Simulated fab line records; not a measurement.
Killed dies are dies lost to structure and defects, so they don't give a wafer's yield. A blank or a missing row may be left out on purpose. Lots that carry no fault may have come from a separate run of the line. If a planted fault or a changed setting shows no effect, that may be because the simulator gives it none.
fab line records | flow gf180mcu | part 1 of 2: steps 1 to 26 of 36
[record] lots = 5 | wafers = 15 | last-day = 33
route steps=602 shown CONTACT@299 M1@315
lots untouched by any fault: they come from a run of this same line in which no faults occurred
start-h: hours from the record's opening day to when the first of the lot's shown wafers began | wait-h: how many hours have passed since the lot's step before this one | " unchanged from the row above | L1.1+2: one row covering several wafers at once | - no value, or no start given | * or withheld: withheld | < > ~ a bound
route shown NAME@n: NAME is a module with steps in the file, n the number in the route of the first one | usual: mean/standard deviation taken from wafers without a fault | same: alike in all rows | chamber/n: place in a boat | sites: each site's reading | _std_site: the standard deviation of these | _edge_site: outer sites' mean less inner sites' | radius-mm: how far each site lies from the wafer's centre | mask NAME#n: copy n | behind: the most recent tool/chamber to have shaped the wafer | hold: cause of the lot's hold/its duration in hours/its outcome | device: the transistor (n, p or np) that didn't switch | end of line: the tests these same wafers got at the end of their route | where a step has no rows: the recipe by itself | killed: at the first sort, the dies lost to defects and structure; wafer yield is something else | map: dies across one wafer; x = killed, . = not, _ = none there
set.NAME: the setting as run; set.NAME@STEP: as run at that earlier step | model.NAME: the simulator's own value behind a step, which no gauge read
a table for each step, a row for each wafer; lots at some steps of the route
services: from which hour (start-h, from the record's first day; less than 0 if before it) a tool's chamber was out of use, for how many hours, and why
[[steps]]
[step GF_CONTACT_PEB_12]
[recipe] peb-temp-c = 135 | peb-time-s = 90 | resist = KrF
[usual] exhaust-pa = 44.9/0.89
lot.wafer | tool           | chamber | start-h | wait-h | exhaust-pa
L080.1    | litho-track-02 | 0       | -       | -      | 45.5
L080.5    | "              | 0       | "       | "      | 44.1
L080.6    | "              | 0       | "       | "      | 45.8
L082.2    | litho-track-01 | 0       | -       | -      | 45.4
L082.3    | "              | 0       | "       | "      | 46.3
L082.5    | "              | 0       | "       | "      | 46.2
L083.1    | litho-track-04 | 0       | -       | -      | 45.1
L083.5    | "              | 0       | "       | "      | 45.9
L083.6    | "              | 0       | "       | "      | 46.9
L088.1    | litho-track-04 | 0       | -       | -      | 44.1
L088.2    | "              | 0       | "       | "      | 45.8
L088.3    | "              | 0       | "       | "      | 45.0
L094.2    | litho-track-02 | 0       | -       | -      | 44.8
L094.4    | "              | 0       | "       | "      | 46.3
L094.5    | "              | 0       | "       | "      | 45.1
[step GF_CONTACT_DEVELOP_13]
[recipe] develop-time-s = 60 | resist = KrF | dev-temp-c = 21
[usual] exhaust-pa = 44.9/1
lot.wafer | tool           | chamber | start-h | wait-h | exhaust-pa
L080.1    | litho-track-02 | 0       | 412.06  | 0.2    | 45.8
L080.5    | "              | 0       | "       | "      | 46.3
L080.6    | "              | 0       | "       | "      | 45.1
L082.2    | litho-track-01 | 0       | 433.77  | 0.2    | 42.9
L082.3    | "              | 0       | "       | "      | 42.3
L082.5    | "              | 0       | "       | "      | 43.9
L083.1    | litho-track-04 | 0       | 441.83  | 0.2    | 45.7
L083.5    | "              | 0       | "       | "      | 45.9
L083.6    | "              | 0       | "       | "      | 45.3
L088.1    | litho-track-04 | 0       | 485.73  | 0.2    | 45.3
L088.2    | "              | 0       | "       | "      | 44.6
L088.3    | "              | 0       | "       | "      | 46.9
L094.2    | litho-track-02 | 0       | 537.84  | 0.2    | 45.2
L094.4    | "              | 0       | "       | "      | 46.5
L094.5    | "              | 0       | "       | "      | 47.1
[step GF_CONTACT_CD_MEAS_14]
[recipe] target-cd-nm = 220
[usual] cd-nm = 220.4/1.6
lot.wafer | tool      | chamber | start-h | wait-h | cd-nm
L080.1    | cd-sem-01 | -       | 412.21  | 0.1    | 217.9
L080.5    | "         | -       | "       | "      | 218.5
L080.6    | "         | -       | "       | "      | 217.9
L082.2    | cd-sem-01 | -       | 433.91  | 0.1    | 219.0
L082.3    | "         | -       | "       | "      | 218.8
L082.5    | "         | -       | "       | "      | 218.6
L083.1    | cd-sem-02 | -       | 441.98  | 0.1    | 220.0
L083.5    | "         | -       | "       | "      | 219.8
L083.6    | "         | -       | "       | "      | 220.4
L088.1    | cd-sem-02 | -       | 485.88  | 0.1    | 220.0
L088.2    | "         | -       | "       | "      | 219.9
L088.3    | "         | -       | "       | "      | 219.3
L094.2    | cd-sem-01 | -       | 537.98  | 0.1    | 221.4
L094.4    | "         | -       | "       | "      | 221.4
L094.5    | "         | -       | "       | "      | 221.5
[step GF_CONTACT_OVL_MEAS_15]
[usual] CONTACT_OVL = 0/5.7
lot.wafer | tool       | chamber | start-h | wait-h | CONTACT_OVL[nm]
L080.1    | overlay-01 | -       | 412.33  | 0.1    | 2
L080.5    | "          | -       | "       | "      | 1
L080.6    | "          | -       | "       | "      | 10
L082.2    | overlay-02 | -       | 434.02  | 0.1    | 2
L082.3    | "          | -       | "       | "      | -2
L082.5    | "          | -       | "       | "      | -1
L083.1    | overlay-02 | -       | 442.10  | 0.1    | 2
L083.5    | "          | -       | "       | "      | 0
L083.6    | "          | -       | "       | "      | 7
L088.1    | overlay-02 | -       | 486.00  | 0.1    | 6
L088.2    | "          | -       | "       | "      | 1
L088.3    | "          | -       | "       | "      | 7
L094.2    | overlay-01 | -       | 538.09  | 0.1    | 7
L094.4    | "          | -       | "       | "      | -2
L094.5    | "          | -       | "       | "      | -4
[step GF_CONTACT_ETCH_16]
[recipe] chemistry = N2/H2 | target-depth-a = withheld | overetch-a = withheld | time-s = withheld | target = BARC | ion-energy-ev = 200 | source-w = 500 | bias-w = 100 | pressure-mtorr = 30 | n2-flow-sccm = 100 | h2-flow-sccm = 200
[usual] bias-w = 100.09/0.28 | drypump-motor-current-A = 5.8/0.65 | oes-product-au = 0.855/0.0048 | throttle-valve-pct = 13.225/0.0091
lot.wafer | tool        | chamber | start-h | wait-h | bias-w | drypump-motor-current-A | oes-product-au | throttle-valve-pct
L080.1    | rie-diel-02 | 2       | 412.37  | 0.0    | 100.04 | 6.8                     | 0.871          | 13.232
L080.5    | "           | 2       | "       | "      | 100.09 | 6.8                     | 0.859          | 13.236
L080.6    | "           | 3       | "       | "      | 100.39 | 5.3                     | 0.848          | 13.229
L082.2    | rie-diel-03 | 2       | 434.05  | 0.0    | 100.09 | 6.6                     | 0.856          | 13.222
L082.3    | "           | 3       | "       | "      | 100.08 | 6.6                     | 0.860          | 13.232
L082.5    | "           | 1       | "       | "      | 99.77  | 5.2                     | 0.855          | 13.227
L083.1    | rie-diel-03 | 1       | 442.13  | 0.0    | 100.43 | 5.1                     | 0.856          | 13.223
L083.5    | "           | 2       | "       | "      | 100.21 | 6.5                     | 0.862          | 13.232
L083.6    | "           | 1       | "       | "      | 100.75 | 5.1                     | 0.854          | 13.205
L088.1    | rie-diel-02 | 1       | 486.03  | 0.0    | 99.49  | 5.0                     | 0.863          | 13.224
L088.2    | "           | 2       | "       | "      | 100.25 | 6.7                     | 0.856          | 13.220
L088.3    | "           | 0       | "       | "      | 100.19 | 5.4                     | 0.856          | 13.225
L094.2    | rie-diel-01 | 0       | 538.12  | 0.0    | 100.31 | 6.3                     | 0.848          | 13.221
L094.4    | "           | 3       | "       | "      | 100.65 | 5.9                     | 0.859          | 13.229
L094.5    | "           | 3       | "       | "      | 100.51 | 5.9                     | 0.841          | 13.216
[step GF_CONTACT_ETCH_17]
[recipe] chemistry = C4F8/O2/Ar | mask-material = KrF | target = SiO2 | stop-on = CoSi2 | source-w = 1500 | bias-w = 1200 | pressure-mtorr = 40 | c4f8-flow-sccm = withheld | O2_flow_sccm = 6 | Ar_flow_sccm = 300 | time-s = withheld | target-depth-a = 8600
[usual] bias-w = 1200/3.9 | oes-product-au = 0.814/0.005
lot.wafer | tool        | chamber | start-h | wait-h | bias-w | oes-product-au
L080.1    | rie-diel-02 | 2       | -       | -      | 1196   | 0.813
L080.5    | "           | 2       | "       | "      | 1198   | 0.818
L080.6    | "           | 3       | "       | "      | 1201   | 0.813
L082.2    | rie-diel-03 | 2       | -       | -      | 1204   | 0.818
L082.3    | "           | 3       | "       | "      | 1201   | 0.818
L082.5    | "           | 1       | "       | "      | 1207   | 0.808
L083.1    | rie-diel-03 | 1       | -       | -      | 1200   | 0.817
L083.5    | "           | 2       | "       | "      | 1202   | 0.819
L083.6    | "           | 1       | "       | "      | 1204   | 0.819
L088.1    | rie-diel-02 | 1       | -       | -      | 1201   | 0.818
L088.2    | "           | 2       | "       | "      | 1201   | 0.806
L088.3    | "           | 0       | "       | "      | 1200   | 0.809
L094.2    | rie-diel-01 | 0       | -       | -      | 1201   | 0.810
L094.4    | "           | 3       | "       | "      | 1203   | 0.816
L094.5    | "           | 3       | "       | "      | 1201   | 0.806
[step GF_CONTACT_STRIP_18]
[recipe] chemistry = O2/N2 | power-w = 1400 | pressure-mtorr = 1500 | platen-temp-c = 250 | o2-flow-sccm = 3000 | n2-flow-sccm = 300 | overash-fraction = 0.5
[usual] drypump-motor-current-A = 5.3/0.33 | heater-power-w = 351/49 | oes-product-au = 0.580/0.0048
lot.wafer | tool            | chamber | start-h | wait-h | drypump-motor-current-A | heater-power-w | oes-product-au | rf-hours-counter-h
L080.1    | plasma-asher-01 | 0       | 412.53  | -      | 5.7                     | 440            | 0.586          | 67
L080.5    | "               | 0       | "       | "      | 5.7                     | 440            | 0.574          | -
L080.6    | "               | 1       | "       | "      | 5.7                     | 277            | 0.584          | -
L082.2    | plasma-asher-01 | 0       | 434.21  | -      | 5.7                     | 435            | 0.581          | 70
L082.3    | "               | 0       | "       | "      | 5.7                     | 449            | 0.579          | -
L082.5    | "               | 1       | "       | "      | 5.7                     | 280            | 0.579          | -
L083.1    | plasma-asher-02 | 0       | 442.30  | -      | 5.6                     | 401            | 0.572          | 31
L083.5    | "               | 1       | "       | "      | 5.5                     | 340            | 0.580          | -
L083.6    | "               | 0       | "       | "      | 5.6                     | 402            | 0.581          | -
L088.1    | plasma-asher-03 | 1       | 486.20  | -      | 5.0                     | 351            | 0.573          | 6
L088.2    | "               | 0       | "       | "      | 5.0                     | 333            | 0.584          | 6
L088.3    | "               | 0       | "       | "      | 5.0                     | 332            | 0.576          | -
L094.2    | plasma-asher-01 | 1       | 538.28  | -      | 5.7                     | 282            | 0.576          | 79
L094.4    | "               | 0       | "       | "      | 5.7                     | 440            | 0.578          | -
L094.5    | "               | 0       | "       | "      | 5.7                     | 441            | 0.576          | -
[step GF_CONTACT_CLEAN_19]
[recipe] chemistry = SPM
lot.wafer  | tool         | chamber | start-h | wait-h
L080.1+5+6 | wet-bench-04 | 0       | 412.63  | 0.1
L082.2+3+5 | wet-bench-03 | 3       | 434.31  | 0.1
L083.1+5+6 | wet-bench-03 | 0       | 442.40  | 0.1
L088.1+2+3 | wet-bench-03 | 2       | 486.30  | 0.1
L094.2+4+5 | wet-bench-02 | 2       | 538.48  | 0.2
[step GF_CONTACT_CLEAN_20]
[recipe] chemistry = DIW
lot.wafer  | tool         | chamber | start-h | wait-h
L080.1+5+6 | wet-bench-02 | 0       | 412.72  | 0.0
L082.2+3+5 | wet-bench-02 | 3       | 434.40  | 0.0
L083.1+5+6 | wet-bench-04 | 1       | 442.49  | 0.0
L088.1+2+3 | wet-bench-04 | 2       | 486.39  | 0.0
L094.2+4+5 | wet-bench-04 | 1       | 538.68  | 0.0
[step GF_CONTACT_CLEAN_21]
[recipe] chemistry = dHF | time-s = 20 | dilution = 100:1 | dry = ipa-marangoni
lot.wafer  | tool         | chamber | start-h | wait-h
L080.1+5+6 | wet-bench-03 | 2       | 412.82  | 0.0
L082.2+3+5 | wet-bench-02 | 3       | 434.50  | 0.0
L083.1+5+6 | wet-bench-02 | 3       | 442.58  | 0.0
L088.1+2+3 | wet-bench-02 | 0       | 486.48  | 0.0
L094.2+4+5 | wet-bench-02 | 2       | 538.86  | 0.0
[step GF_CONTACT_SPUTTER_22]
[recipe] material = Ti | target-thk-nm = 15 | chamber-pressure-pa = 5 | power-w = 2500 | substrate-temp-c = 200 | time-s = 80.02
[usual] throttle-valve-pct = 29.9/1
lot.wafer | tool           | chamber | start-h | wait-h | throttle-valve-pct
L080.1    | pvd-sputter-04 | -       | 412.84  | 0.0    | 30.5
L080.5    | "              | -       | "       | "      | 28.5
L080.6    | "              | -       | "       | "      | 30.6
L082.2    | pvd-sputter-03 | -       | 434.52  | 0.0    | 30.3
L082.3    | "              | -       | "       | "      | 29.5
L082.5    | "              | -       | "       | "      | 29.8
L083.1    | pvd-sputter-01 | -       | 442.59  | 0.0    | 28.1
L083.5    | "              | -       | "       | "      | 31.9
L083.6    | "              | -       | "       | "      | 31.1
L088.1    | pvd-sputter-04 | -       | 486.49  | 0.0    | 29.3
L088.2    | "              | -       | "       | "      | 29.1
L088.3    | "              | -       | "       | "      | 29.7
L094.2    | pvd-sputter-03 | -       | 538.89  | 0.0    | 29.4
L094.4    | "              | -       | "       | "      | 30.7
L094.5    | "              | -       | "       | "      | 30.7
[step GF_CONTACT_SPUTTER_23]
[recipe] material = TiN | target-thk-nm = 10 | chamber-pressure-pa = 5 | power-w = 4000 | time-s = 40
[usual] throttle-valve-pct = 29.9/1
lot.wafer | tool           | chamber | start-h | wait-h | throttle-valve-pct
L080.1    | pvd-sputter-04 | -       | 412.90  | 0.0    | 31.1
L080.5    | "              | -       | "       | "      | 28.7
L080.6    | "              | -       | "       | "      | 31.0
L082.2    | pvd-sputter-03 | -       | 434.58  | 0.0    | 30.1
L082.3    | "              | -       | "       | "      | 29.5
L082.5    | "              | -       | "       | "      | 29.6
L083.1    | pvd-sputter-01 | -       | 442.65  | 0.0    | 28.2
L083.5    | "              | -       | "       | "      | 31.6
L083.6    | "              | -       | "       | "      | 30.9
L088.1    | pvd-sputter-04 | -       | 486.55  | 0.0    | 29.1
L088.2    | "              | -       | "       | "      | 28.9
L088.3    | "              | -       | "       | "      | 30.1
L094.2    | pvd-sputter-03 | -       | 538.95  | 0.0    | 29.5
L094.4    | "              | -       | "       | "      | 30.8
L094.5    | "              | -       | "       | "      | 30.7
[step GF_CONTACT_CVD_24]
[recipe] material = W | target-thk-nm = 300 | time-s = 90.339 | temp-c = 400 | pressure-torr = 40
[usual] heater-power-w = 869/38
lot.wafer | tool     | chamber | start-h | wait-h | heater-power-w
L080.1    | cvd-w-01 | 0       | 412.94  | 0.0    | 906
L080.5    | "        | 1       | "       | "      | 884
L080.6    | "        | 0       | "       | "      | 917
L082.2    | cvd-w-01 | 1       | 434.62  | 0.0    | 882
L082.3    | "        | 1       | "       | "      | 898
L082.5    | "        | 0       | "       | "      | 897
L083.1    | cvd-w-01 | 1       | 442.69  | 0.0    | 900
L083.5    | "        | 1       | "       | "      | 900
L083.6    | "        | 0       | "       | "      | 921
L088.1    | cvd-w-02 | 1       | 486.60  | 0.0    | 853
L088.2    | "        | 0       | "       | "      | 863
L088.3    | "        | 1       | "       | "      | 845
L094.2    | cvd-w-02 | 1       | 538.99  | 0.0    | 825
L094.4    | "        | 0       | "       | "      | 825
L094.5    | "        | 0       | "       | "      | 844
[step GF_CONTACT_RS_MEAS_25]
[recipe] thk-meas-gauge = four-point-probe | reads = W_of_CONTACT_CVD_24+TiN_of_CONTACT_SPUTTER_23+Ti_of_CONTACT_SPUTTER_22
[usual] CONTACT_W_RS = 0.386/0.0043
lot.wafer | tool          | chamber | start-h | wait-h | CONTACT_W_RS[ohm/sq]
L080.1    | film-metro-03 | -       | 413.04  | 0.1    | 0.384
L080.5    | "             | -       | "       | "      | 0.382
L080.6    | "             | -       | "       | "      | 0.384
L082.2    | film-metro-02 | -       | 434.74  | 0.1    | 0.383
L082.3    | "             | -       | "       | "      | 0.381
L082.5    | "             | -       | "       | "      | 0.389
L083.1    | film-metro-03 | -       | 442.79  | 0.1    | 0.379
L083.5    | "             | -       | "       | "      | 0.379
L083.6    | "             | -       | "       | "      | 0.382
L088.1    | film-metro-03 | -       | 486.70  | 0.1    | 0.387
L088.2    | "             | -       | "       | "      | 0.383
L088.3    | "             | -       | "       | "      | 0.387
L094.2    | film-metro-02 | -       | 539.11  | 0.1    | 0.394
L094.4    | "             | -       | "       | "      | 0.399
L094.5    | "             | -       | "       | "      | 0.393
[step GF_CONTACT_THK_MEAS_26]
[recipe] thk-meas-gauge = xrf | reads = W_of_CONTACT_CVD_24
[usual] CONTACT_W_THK = 291/3.6
lot.wafer | tool          | chamber | start-h | wait-h | CONTACT_W_THK[nm]
L080.1    | film-metro-03 | -       | 413.16  | 0.1    | 291
L080.5    | "             | -       | "       | "      | 292
L080.6    | "             | -       | "       | "      | 291
L082.2    | film-metro-02 | -       | 434.85  | 0.1    | 293
L082.3    | "             | -       | "       | "      | 293
L082.5    | "             | -       | "       | "      | 287
L083.1    | film-metro-03 | -       | 442.91  | 0.1    | 298
L083.5    | "             | -       | "       | "      | 296
L083.6    | "             | -       | "       | "      | 293
L088.1    | film-metro-03 | -       | 486.82  | 0.1    | 290
L088.2    | "             | -       | "       | "      | 293
L088.3    | "             | -       | "       | "      | 291
L094.2    | film-metro-02 | -       | 539.22  | 0.1    | 287
L094.4    | "             | -       | "       | "      | 284
L094.5    | "             | -       | "       | "      | 288
[step GF_CONTACT_CMP_27]
[recipe] stop-on = SiO2 | down-force-psi = 3.5 | platen-rpm = 60 | t-overpolish-s = 15 | target-thk-nm = 0 | pad-velocity-m-s = 0.94248
[usual] motor-current-A = 10.6/0.93 | overpolish-run-s = 15.001/0.0091 | time-to-endpoint-s = 73.0/2.6
lot.wafer | tool   | chamber | start-h | wait-h | motor-current-A | overpolish-run-s | time-to-endpoint-s
L080.1    | cmp-01 | 3       | 413.22  | 0.1    | 11.3            | 15.004           | 71.6
L080.6    | "      | 3       | "       | "      | 11.4            | 14.997           | 73.3
L080.5    | "      | 0       | "       | "      | 10.1            | 15.001           | 71.4
L082.2    | cmp-02 | 1       | 434.95  | 0.1    | 9.4             | 14.992           | 72.4
L082.3    | "      | 3       | "       | "      | 9.7             | 15.003           | 73.1
L082.5    | "      | 1       | "       | "      | 9.7             | 15.000           | 71.3
L083.1    | cmp-02 | 1       | 443.12  | 0.2    | 9.3             | 15.003           | 72.5
L083.6    | "      | 2       | "       | "      | 10.9            | 14.986           | 71.3
L083.5    | "      | 3       | "       | "      | 10.1            | 14.988           | 74.7
L088.2    | cmp-01 | 0       | 486.88  | 0.0    | 10.1            | 15.007           | 71.3
L088.1    | "      | 1       | "       | "      | 11.7            | 14.997           | 66.8
L088.3    | "      | 2       | "       | "      | 11.3            | 15.002           | 68.9
L094.2    | cmp-01 | 1       | 539.37  | 0.1    | 11.8            | 15.001           | 71.0
L094.4    | "      | 2       | "       | "      | 11.9            | 14.991           | 72.4
L094.5    | "      | 0       | "       | "      | 10.3            | 14.997           | 74.2
[step GF_M1_SPUTTER_00]
[recipe] material = Ti | target-thk-nm = 37.5 | arriving-ion-energy-ev = 80 | substrate-temp-c = 200 | chamber-pressure-pa = 2 | power-w = 4000 | time-s = 150
[usual] throttle-valve-pct = 30.2/1.1
lot.wafer | tool           | chamber | start-h | wait-h | throttle-valve-pct
L080.1    | pvd-sputter-03 | -       | 413.52  | 0.2    | 30.8
L080.5    | "              | -       | "       | "      | 30.6
L080.6    | "              | -       | "       | "      | 29.5
L082.2    | pvd-sputter-02 | -       | 435.20  | 0.2    | 32.6
L082.3    | "              | -       | "       | "      | 29.4
L082.5    | "              | -       | "       | "      | 29.4
L083.1    | pvd-sputter-03 | -       | 443.27  | 0.1    | 30.1
L083.5    | "              | -       | "       | "      | 30.7
L083.6    | "              | -       | "       | "      | 29.4
L088.1    | pvd-sputter-01 | -       | 487.18  | 0.2    | 31.7
L088.2    | "              | -       | "       | "      | 29.8
L088.3    | "              | -       | "       | "      | 28.0
L094.2    | pvd-sputter-02 | -       | 539.57  | 0.1    | 28.8
L094.4    | "              | -       | "       | "      | 32.0
L094.5    | "              | -       | "       | "      | 28.7
[step GF_M1_SPUTTER_01]
[recipe] material = TiN | target-thk-nm = 30 | power-w = 6500 | time-s = 25 | chamber-pressure-pa = 0.4
[usual] throttle-valve-pct = 30.2/1.1
lot.wafer | tool           | chamber | start-h | wait-h | throttle-valve-pct
L080.1    | pvd-sputter-03 | -       | 413.62  | 0.1    | 30.5
L080.5    | "              | -       | "       | "      | 30.6
L080.6    | "              | -       | "       | "      | 29.4
L082.2    | pvd-sputter-02 | -       | 435.30  | 0.1    | 32.6
L082.3    | "              | -       | "       | "      | 29.3
L082.5    | "              | -       | "       | "      | 29.4
L083.1    | pvd-sputter-03 | -       | 443.37  | 0.1    | 30.3
L083.5    | "              | -       | "       | "      | 30.4
L083.6    | "              | -       | "       | "      | 29.6
L088.1    | pvd-sputter-01 | -       | 487.28  | 0.1    | 31.6
L088.2    | "              | -       | "       | "      | 29.9
L088.3    | "              | -       | "       | "      | 28.1
L094.2    | pvd-sputter-02 | -       | 539.67  | 0.1    | 28.7
L094.4    | "              | -       | "       | "      | 31.9
L094.5    | "              | -       | "       | "      | 29.2
[step GF_M1_SPUTTER_02]
[recipe] material = AlCu | target-thk-nm = 450 | power-w = 10600 | time-s = 23.9 | chamber-pressure-pa = 0.4
[usual] throttle-valve-pct = 30.2/1.1
lot.wafer | tool           | chamber | start-h | wait-h | throttle-valve-pct
L080.1    | pvd-sputter-03 | -       | 413.65  | 0.0    | 30.8
L080.5    | "              | -       | "       | "      | 30.5
L080.6    | "              | -       | "       | "      | 29.6
L082.2    | pvd-sputter-02 | -       | 435.33  | 0.0    | 32.3
L082.3    | "              | -       | "       | "      | 29.6
L082.5    | "              | -       | "       | "      | 29.7
L083.1    | pvd-sputter-03 | -       | 443.40  | 0.0    | 30.2
L083.5    | "              | -       | "       | "      | 30.8
L083.6    | "              | -       | "       | "      | 29.5
L088.1    | pvd-sputter-01 | -       | 487.31  | 0.0    | 31.5
L088.2    | "              | -       | "       | "      | 29.8
L088.3    | "              | -       | "       | "      | 28.1
L094.2    | pvd-sputter-02 | -       | 539.70  | 0.0    | 28.7
L094.4    | "              | -       | "       | "      | 31.8
L094.5    | "              | -       | "       | "      | 28.8
[step GF_M1_SPUTTER_03]
[recipe] material = Ti | target-thk-nm = 10 | substrate-temp-c = 300 | chamber-pressure-pa = 0.3 | power-w = 3000 | time-s = 6.7
[usual] throttle-valve-pct = 30.2/1.1
lot.wafer | tool           | chamber | start-h | wait-h | throttle-valve-pct
L080.1    | pvd-sputter-03 | -       | 413.68  | 0.0    | 30.6
L080.5    | "              | -       | "       | "      | 30.9
L080.6    | "              | -       | "       | "      | 29.6
L082.2    | pvd-sputter-02 | -       | 435.36  | 0.0    | 32.7
L082.3    | "              | -       | "       | "      | 29.7
L082.5    | "              | -       | "       | "      | 29.5
L083.1    | pvd-sputter-03 | -       | 443.43  | 0.0    | 30.1
L083.5    | "              | -       | "       | "      | 30.7
L083.6    | "              | -       | "       | "      | 29.5
L088.1    | pvd-sputter-01 | -       | 487.34  | 0.0    | 31.8
L088.2    | "              | -       | "       | "      | 30.0
L088.3    | "              | -       | "       | "      | 28.3
L094.2    | pvd-sputter-02 | -       | 539.73  | 0.0    | 29.0
L094.4    | "              | -       | "       | "      | 32.0
L094.5    | "              | -       | "       | "      | 28.9
[step GF_M1_SPUTTER_04]
[recipe] material = TiN | target-thk-nm = 50 | power-w = 6500 | time-s = 41.7 | chamber-pressure-pa = 0.4
[usual] throttle-valve-pct = 30.2/1.1
lot.wafer | tool           | chamber | start-h | wait-h | throttle-valve-pct
L080.1    | pvd-sputter-03 | -       | 413.70  | 0.0    | 30.5
L080.5    | "              | -       | "       | "      | 31.0
L080.6    | "              | -       | "       | "      | 29.4
L082.2    | pvd-sputter-02 | -       | 435.38  | 0.0    | 32.4
L082.3    | "              | -       | "       | "      | 29.3
L082.5    | "              | -       | "       | "      | 29.3
L083.1    | pvd-sputter-03 | -       | 443.45  | 0.0    | 30.0
L083.5    | "              | -       | "       | "      | 30.7
L083.6    | "              | -       | "       | "      | 29.7
L088.1    | pvd-sputter-01 | -       | 487.36  | 0.0    | 31.3
L088.2    | "              | -       | "       | "      | 29.9
L088.3    | "              | -       | "       | "      | 28.1
L094.2    | pvd-sputter-02 | -       | 539.75  | 0.0    | 28.9
L094.4    | "              | -       | "       | "      | 32.0
L094.5    | "              | -       | "       | "      | 28.7
[step GF_M1_RS_MEAS_05]
[recipe] thk-meas-gauge = four-point-probe | reads = TiN_of_M1_SPUTTER_04+Ti_of_M1_SPUTTER_03+AlCu_of_M1_SPUTTER_02+TiN_of_M1_SPUTTER_01+Ti_of_M1_SPUTTER_00
[usual] M1_ALCU_RS = 0.0692/0.00076
lot.wafer | tool          | chamber | start-h | wait-h | M1_ALCU_RS[ohm/sq]
L080.1    | film-metro-04 | -       | 413.74  | 0.0    | 0.0697
L080.5    | "             | -       | "       | "      | 0.0695
L080.6    | "             | -       | "       | "      | 0.0698
L082.2    | film-metro-03 | -       | 435.44  | 0.0    | 0.0701
L082.3    | "             | -       | "       | "      | 0.0715
L082.5    | "             | -       | "       | "      | 0.0713
L083.1    | film-metro-01 | -       | 443.49  | 0.0    | 0.0692
L083.5    | "             | -       | "       | "      | 0.0694
L083.6    | "             | -       | "       | "      | 0.0686
L088.1    | film-metro-03 | -       | 487.40  | 0.0    | 0.0696
L088.2    | "             | -       | "       | "      | 0.0686
L088.3    | "             | -       | "       | "      | 0.0694
L094.2    | film-metro-04 | -       | 539.81  | 0.0    | 0.0697
L094.4    | "             | -       | "       | "      | 0.0692
L094.5    | "             | -       | "       | "      | 0.0690
[step GF_M1_THK_MEAS_06]
[recipe] thk-meas-gauge = xrf | reads = AlCu_of_M1_SPUTTER_02
[usual] M1_ALCU_THK = 453/5.8
lot.wafer | tool          | chamber | start-h | wait-h | M1_ALCU_THK[nm]
L080.1    | film-metro-04 | -       | 413.86  | 0.1    | 449
L080.5    | "             | -       | "       | "      | 448
L080.6    | "             | -       | "       | "      | 449
L082.2    | film-metro-03 | -       | 435.55  | 0.1    | 445
L082.3    | "             | -       | "       | "      | 436
L082.5    | "             | -       | "       | "      | 437
L083.1    | film-metro-01 | -       | 443.61  | 0.1    | 451
L083.5    | "             | -       | "       | "      | 446
L083.6    | "             | -       | "       | "      | 453
L088.1    | film-metro-03 | -       | 487.52  | 0.1    | 452
L088.2    | "             | -       | "       | "      | 457
L088.3    | "             | -       | "       | "      | 449
L094.2    | film-metro-04 | -       | 539.92  | 0.1    | 451
L094.4    | "             | -       | "       | "      | 455
L094.5    | "             | -       | "       | "      | 456
[step GF_M1_DEHYDRATE_07]
[recipe] temp-c = 200 | time-s = 60
[usual] exhaust-pa = 44.9/0.81
lot.wafer | tool           | chamber | start-h | wait-h | exhaust-pa
L080.1    | litho-track-01 | 0       | 424.69  | 10.8   | 45.1
L080.5    | "              | 0       | "       | "      | 45.8
L080.6    | "              | 0       | "       | "      | 44.7
L082.2    | litho-track-01 | 0       | 446.77  | 11.2   | 45.0
L082.3    | "              | 0       | "       | "      | 44.5
L082.5    | "              | 0       | "       | "      | 45.0
L083.1    | litho-track-03 | 0       | 455.56  | 11.9   | 45.0
L083.5    | "              | 0       | "       | "      | 44.7
L083.6    | "              | 0       | "       | "      | 44.3
L088.1    | litho-track-02 | 0       | 498.26  | 10.7   | 43.8
L088.2    | "              | 0       | "       | "      | 44.0
L088.3    | "              | 0       | "       | "      | 43.8
L094.2    | litho-track-03 | 0       | 550.43  | 10.5   | 44.5
L094.4    | "              | 0       | "       | "      | 45.5
L094.5    | "              | 0       | "       | "      | 45.2
[step GF_M1_HMDS_08]
[recipe] prime-time-s = 60 | prime-temp-c = 120
[usual] exhaust-pa = 45.0/0.87
lot.wafer | tool           | chamber | start-h | wait-h | exhaust-pa
L080.1    | litho-track-01 | 0       | 424.84  | 0.1    | 46.0
L080.5    | "              | 0       | "       | "      | 46.8
L080.6    | "              | 0       | "       | "      | 44.4
L082.2    | litho-track-01 | 0       | 446.92  | 0.1    | 46.4
L082.3    | "              | 0       | "       | "      | 46.2
L082.5    | "              | 0       | "       | "      | 44.7
L083.1    | litho-track-03 | 0       | 455.71  | 0.1    | 44.3
L083.5    | "              | 0       | "       | "      | 45.6
L083.6    | "              | 0       | "       | "      | 45.1
L088.1    | litho-track-02 | 0       | 498.41  | 0.1    | 43.8
L088.2    | "              | 0       | "       | "      | 44.3
L088.3    | "              | 0       | "       | "      | 44.9
L094.2    | litho-track-03 | 0       | 550.58  | 0.1    | 44.5
L094.4    | "              | 0       | "       | "      | 43.7
L094.5    | "              | 0       | "       | "      | 44.9
[step GF_M1_COAT_09]
[recipe] resist = KrF | spin-rpm = withheld | resist-thk-nm = 1000
[usual] exhaust-pa = 45.0/0.88
lot.wafer | tool           | chamber | start-h | wait-h | exhaust-pa
L080.1    | litho-track-01 | 0       | 424.99  | 0.1    | 44.2
L080.5    | "              | 0       | "       | "      | 44.0
L080.6    | "              | 0       | "       | "      | 45.3
L082.2    | litho-track-01 | 0       | 447.07  | 0.1    | 44.7
L082.3    | "              | 0       | "       | "      | 44.6
L082.5    | "              | 0       | "       | "      | 45.5
L083.1    | litho-track-03 | 0       | 455.86  | 0.1    | 45.9
L083.5    | "              | 0       | "       | "      | 45.5
L083.6    | "              | 0       | "       | "      | 45.8
L088.1    | litho-track-02 | 0       | 498.56  | 0.1    | 45.6
L088.2    | "              | 0       | "       | "      | 46.5
L088.3    | "              | 0       | "       | "      | 45.6
L094.2    | litho-track-03 | 0       | 550.73  | 0.1    | 46.5
L094.4    | "              | 0       | "       | "      | 47.3
L094.5    | "              | 0       | "       | "      | 45.5
